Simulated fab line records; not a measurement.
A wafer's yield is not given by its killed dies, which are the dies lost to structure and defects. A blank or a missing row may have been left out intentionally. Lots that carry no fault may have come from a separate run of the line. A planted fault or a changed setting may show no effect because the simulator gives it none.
Which tool did it? | flow gf180mcu | 24 lots with 72 wafers sampled at 5 steps, on a route of 602 steps

== WHAT THE GAUGES SHOWED, per wafer ==
GF_V2_THK_MEAS_25: measures by xrf. Usual: V2_W_THK 343 nm, standard deviation 4.6.
lot  | measured     | on            | V2_W_THK (nm) | flag
L074 | day 20 07:40 | film-metro-01 | 341 340 339   |
L075 | day 20 15:56 | film-metro-02 | 354 348 350   |
L076 | day 20 23:23 | film-metro-02 | 348 348 344   |
L077 | day 21 11:38 | film-metro-04 | 344 347 346   |
L078 | day 21 18:47 | film-metro-02 | 348 344 349   |
L079 | day 22 07:32 | film-metro-01 | 340 342 341   |
L080 | day 22 17:02 | film-metro-01 | 337 340 335   |
L081 | day 22 22:17 | film-metro-04 | 339 336 338   |
L082 | day 23 08:50 | film-metro-02 | 347 352 347   |
L083 | day 23 16:09 | film-metro-01 | 341 340 342   |
L084 | day 24 01:17 | film-metro-02 | 345 345 344   |
L085 | day 24 12:51 | film-metro-02 | 351 347 345   |
L086 | day 24 20:13 | film-metro-02 | 342 344 345   |
L087 | day 25 03:21 | film-metro-02 | 346 347 350   |
L088 | day 25 09:46 | film-metro-02 | 348 347 349   |
L089 | day 25 11:58 | film-metro-02 | 346 346 343   |
L090 | day 26 02:26 | film-metro-04 | 338 343 343   |
L091 | day 26 04:31 | film-metro-02 | 344 344 341   |
L092 | day 26 15:27 | film-metro-01 | 336 339 333   |
L093 | day 26 20:46 | film-metro-01 | 335 332 333   |
L094 | day 27 00:31 | film-metro-02 | 345 344 342   |
L095 | day 27 09:52 | film-metro-04 | 340 341 338   |
L096 | day 27 16:35 | film-metro-04 | 346 346 347   |
L097 | day 28 05:19 | film-metro-01 | 339 338 339   |

GF_M3_CD_MEAS_14: target cd 280 nm. Usual: cd-nm at 280.0 nm, with a standard deviation of 1.4.
lot  | measured     | on        | cd-nm (nm)        | flag
L074 | day 21 08:33 | cd-sem-01 | 280.4 280.3 281.5 |
L075 | day 21 15:58 | cd-sem-02 | 278.4 279.1 278.8 |
L076 | day 21 23:53 | cd-sem-01 | 280.4 279.9 280.2 |
L077 | day 22 11:58 | cd-sem-02 | 281.8 280.0 281.2 |
L078 | day 22 18:38 | cd-sem-02 | 280.7 281.8 281.9 |
L079 | day 23 07:10 | cd-sem-02 | 280.1 280.3 279.0 |
L080 | day 23 16:08 | cd-sem-02 | 279.3 279.7 278.9 |
L081 | day 23 21:26 | cd-sem-01 | 282.2 281.3 282.1 |
L082 | day 24 07:11 | cd-sem-02 | 280.2 279.8 279.7 |
L083 | day 24 14:25 | cd-sem-02 | 278.1 278.5 279.3 |
L084 | day 24 23:17 | cd-sem-02 | 279.9 279.2 280.6 |
L085 | day 25 10:36 | cd-sem-02 | 279.4 279.2 279.8 |
L086 | day 25 17:43 | cd-sem-01 | 278.6 278.1 279.9 |
L087 | day 26 00:40 | cd-sem-02 | 279.1 278.2 280.3 |
L088 | day 26 06:47 | cd-sem-02 | 278.1 279.6 278.6 |
L089 | day 26 09:43 | cd-sem-01 | 283.5 283.0 282.5 |
L090 | day 26 23:29 | cd-sem-01 | 280.2 278.9 279.3 |
L091 | day 27 01:11 | cd-sem-01 | 278.9 279.2 279.7 |
L092 | day 27 12:35 | cd-sem-02 | 283.1 282.5 282.8 |
L093 | day 27 16:41 | cd-sem-01 | 278.3 279.1 279.9 |
L094 | day 27 21:08 | cd-sem-01 | 280.2 280.4 280.1 |
L095 | day 28 06:11 | cd-sem-02 | 279.7 280.1 280.5 |
L096 | day 28 12:52 | cd-sem-01 | 277.9 278.5 278.6 |
L097 | day 29 01:20 | cd-sem-02 | 279.9 280.3 280.7 |

GF_M4_RS_MEAS_05: measurement is done with a four-point probe. Usual: M4_ALCU_RS 0.0666 ohm/sq, standard deviation 0.00073.
lot  | measured     | on            | M4_ALCU_RS (ohm/sq)  | flag
L074 | day 22 11:45 | film-metro-04 | 0.0657 0.0653 0.0653 |
L075 | day 22 19:15 | film-metro-04 | 0.0679 0.0678 0.0683 |
L076 | day 23 02:55 | film-metro-04 | 0.0659 0.0658 0.0661 |
L077 | day 23 14:05 | film-metro-02 | 0.0669 0.0667 0.0662 |
L078 | day 23 20:22 | film-metro-03 | 0.0680 0.0675 0.0676 |
L079 | day 24 08:20 | film-metro-04 | 0.0664 0.0667 0.0663 |
L080 | day 24 17:06 | film-metro-04 | 0.0672 0.0669 0.0674 |
L081 | day 24 22:34 | film-metro-03 | 0.0660 0.0661 0.0655 |
L082 | day 25 08:11 | film-metro-03 | 0.0669 0.0664 0.0664 |
L083 | day 25 14:50 | film-metro-02 | 0.0664 0.0655 0.0663 |
L084 | day 25 23:49 | film-metro-03 | 0.0669 0.0678 0.0673 |
L085 | day 26 10:54 | film-metro-04 | 0.0662 0.0658 0.0660 |
L086 | day 26 17:48 | film-metro-02 | 0.0667 0.0663 0.0666 |
L087 | day 27 00:44 | film-metro-04 | 0.0658 0.0658 0.0652 |
L088 | day 27 06:28 | film-metro-04 | 0.0661 0.0662 0.0654 |
L089 | day 27 09:15 | film-metro-04 | 0.0666 0.0665 0.0668 |
L090 | day 27 22:31 | film-metro-03 | 0.0654 0.0659 0.0660 |
L091 | day 28 00:04 | film-metro-04 | 0.0661 0.0664 0.0663 |
L092 | day 28 11:15 | film-metro-03 | 0.0671 0.0672 0.0673 |
L093 | day 28 15:39 | film-metro-04 | 0.0667 0.0674 0.0667 |
L094 | day 28 19:49 | film-metro-03 | 0.0660 0.0661 0.0661 |
L095 | day 29 05:06 | film-metro-04 | 0.0665 0.0667 0.0672 |
L096 | day 29 11:31 | film-metro-02 | 0.0674 0.0669 0.0679 |
L097 | day 29 23:37 | film-metro-04 | 0.0664 0.0670 0.0669 |

GF_M4_CD_MEAS_14: target cd 280 nm. Usual: cd-nm at 280.1 nm, with a standard deviation of 1.1.
lot  | measured     | on        | cd-nm (nm)        | flag
L074 | day 23 10:57 | cd-sem-02 | 278.1 278.9 279.1 |
L075 | day 23 17:58 | cd-sem-02 | 278.1 280.3 278.4 |
L076 | day 24 01:11 | cd-sem-01 | 280.5 280.6 280.7 |
L077 | day 24 11:58 | cd-sem-01 | 280.0 279.6 279.1 |
L078 | day 24 18:23 | cd-sem-01 | 281.0 281.9 282.6 |
L079 | day 25 05:30 | cd-sem-01 | 280.6 279.8 281.7 |
L080 | day 25 14:17 | cd-sem-01 | 280.7 281.3 280.8 |
L081 | day 25 20:02 | cd-sem-02 | 281.2 280.5 280.8 |
L082 | day 26 04:56 | cd-sem-02 | 280.1 279.8 278.6 |
L083 | day 26 11:54 | cd-sem-01 | 278.5 279.7 280.1 |
L084 | day 26 20:48 | cd-sem-01 | 278.6 278.2 277.0 |
L085 | day 27 06:58 | cd-sem-01 | 281.5 280.7 280.5 |
L086 | day 27 14:29 | cd-sem-02 | 280.2 280.6 280.3 |
L087 | day 27 20:34 | cd-sem-02 | 281.3 280.5 280.5 |
L088 | day 28 02:01 | cd-sem-01 | 281.0 280.9 282.1 |
L089 | day 28 04:56 | cd-sem-01 | 280.5 280.1 281.9 |
L090 | day 28 17:38 | cd-sem-02 | 279.4 279.5 280.1 |
L091 | day 28 19:17 | cd-sem-01 | 280.3 280.3 279.7 |
L092 | day 29 06:14 | cd-sem-02 | 279.7 279.3 280.0 |
L093 | day 29 10:47 | cd-sem-01 | 278.7 278.4 279.2 |
L094 | day 29 14:08 | cd-sem-01 | 280.6 281.0 280.6 |
L095 | day 29 23:31 | cd-sem-01 | 278.6 280.3 278.1 |
L096 | day 30 06:07 | cd-sem-01 | 279.6 279.2 280.4 |
L097 | day 30 17:23 | cd-sem-02 | 280.7 280.5 281.2 |

== WHAT TOOL EACH LOT RAN ON (gives the tool, then ch and the chambers of the sampled wafers, and finally the start) ==
lot  | GF_M4_SOFTBAKE_10
L074 | litho-track-01 ch 0, day 22 22:58
L075 | litho-track-01 ch 0, day 23 06:20
L076 | litho-track-03 ch 0, day 23 14:08
L077 | litho-track-01 ch 0, day 24 00:55
L078 | litho-track-03 ch 0, day 24 07:02
L079 | litho-track-02 ch 0, day 24 19:19
L080 | litho-track-02 ch 0, day 25 03:29
L081 | litho-track-03 ch 0, day 25 09:38
L082 | litho-track-03 ch 0, day 25 18:29
L083 | litho-track-03 ch 0, day 26 01:00
L084 | litho-track-02 ch 0, day 26 10:17
L085 | litho-track-02 ch 0, day 26 21:10
L086 | litho-track-01 ch 0, day 27 04:08
L087 | litho-track-01 ch 0, day 27 10:49
L088 | litho-track-02 ch 0, day 27 15:56
L089 | litho-track-03 ch 0, day 27 18:47
L090 | litho-track-01 ch 0, day 28 08:05
L091 | litho-track-03 ch 0, day 28 09:41
L092 | litho-track-01 ch 0, day 28 20:32
L093 | litho-track-03 ch 0, day 29 01:32
L094 | litho-track-02 ch 0, day 29 05:05
L095 | litho-track-02 ch 0, day 29 13:56
L096 | litho-track-02 ch 0, day 29 20:58
L097 | litho-track-02 ch 0, day 30 08:17
- GF_M4_SOFTBAKE_10: time 62.04 s.

== AS READ BY THE TOOLS THEMSELVES (means over the sampled wafers that have a number; for cases with no such wafer, the mark the record gives instead) ==
GF_M4_SOFTBAKE_10. Usual: heater-power-total-W 93.18 W, standard deviation 0.069; plate-sensor-t-centre-C 131.01 C, standard deviation 0.0095; plate-sensor-t-edge-C 131.21 C, standard deviation 0.01.
lot  | tool           | heater-power-total-W (W) | plate-sensor-t-centre-C (C) | plate-sensor-t-edge-C (C) | flag
L074 | litho-track-01 | 93.23                    | 131.02                      | 131.20                    |
L075 | litho-track-01 | 93.18                    | 131.01                      | 131.21                    |
L076 | litho-track-03 | 93.24                    | 131.01                      | 131.20                    |
L077 | litho-track-01 | 93.17                    | 131.02                      | 131.21                    |
L078 | litho-track-03 | 93.22                    | 131.01                      | 131.20                    |
L079 | litho-track-02 | 93.20                    | 131.01                      | 131.21                    |
L080 | litho-track-02 | 93.19                    | 131.01                      | 131.20                    |
L081 | litho-track-03 | 93.21                    | 131.02                      | 131.21                    |
L082 | litho-track-03 | 93.13                    | 131.02                      | 131.20                    |
L083 | litho-track-03 | 93.23                    | 131.02                      | 131.21                    |
L084 | litho-track-02 | 93.20                    | 131.01                      | 131.21                    |
L085 | litho-track-02 | 93.15                    | 131.01                      | 131.21                    |
L086 | litho-track-01 | 93.12                    | 131.02                      | 131.21                    |
L087 | litho-track-01 | 93.21                    | 131.01                      | 131.20                    |
L088 | litho-track-02 | 93.17                    | 131.02                      | 131.22                    |
L089 | litho-track-03 | 93.10                    | 131.02                      | 131.20                    |
L090 | litho-track-01 | 93.22                    | 131.02                      | 131.22                    |
L091 | litho-track-03 | 93.25                    | 131.02                      | 131.21                    |
L092 | litho-track-01 | 93.22                    | 131.01                      | 131.20                    |
L093 | litho-track-03 | 93.16                    | 131.01                      | 131.21                    |
L094 | litho-track-02 | 93.25                    | 131.02                      | 131.21                    |
L095 | litho-track-02 | 93.21                    | 131.02                      | 131.22                    |
L096 | litho-track-02 | 93.15                    | 131.01                      | 131.21                    |
L097 | litho-track-02 | 93.17                    | 131.00                      | 131.21                    |

== THE ANSWER, worked out from the rows above alone ==
Rule: lot off if the mean of its wafers having a number is beyond 3 standard deviations from the usual mean. Also off: a lot with no number at a reading for which 4 or more lots have one. Any other lot the step has rows for is counted as sound. The gauges are gone through in route order, then the tools' own readings, and for those a lot's mean is taken as printed above. The first step at which some lot is off is used, and at that step the reading that is off furthest; a lot without a number counts as furthest.
No lot is off at any reading shown: from this, nothing can be told.

== WHAT THE SIMULATOR PUT IN ==
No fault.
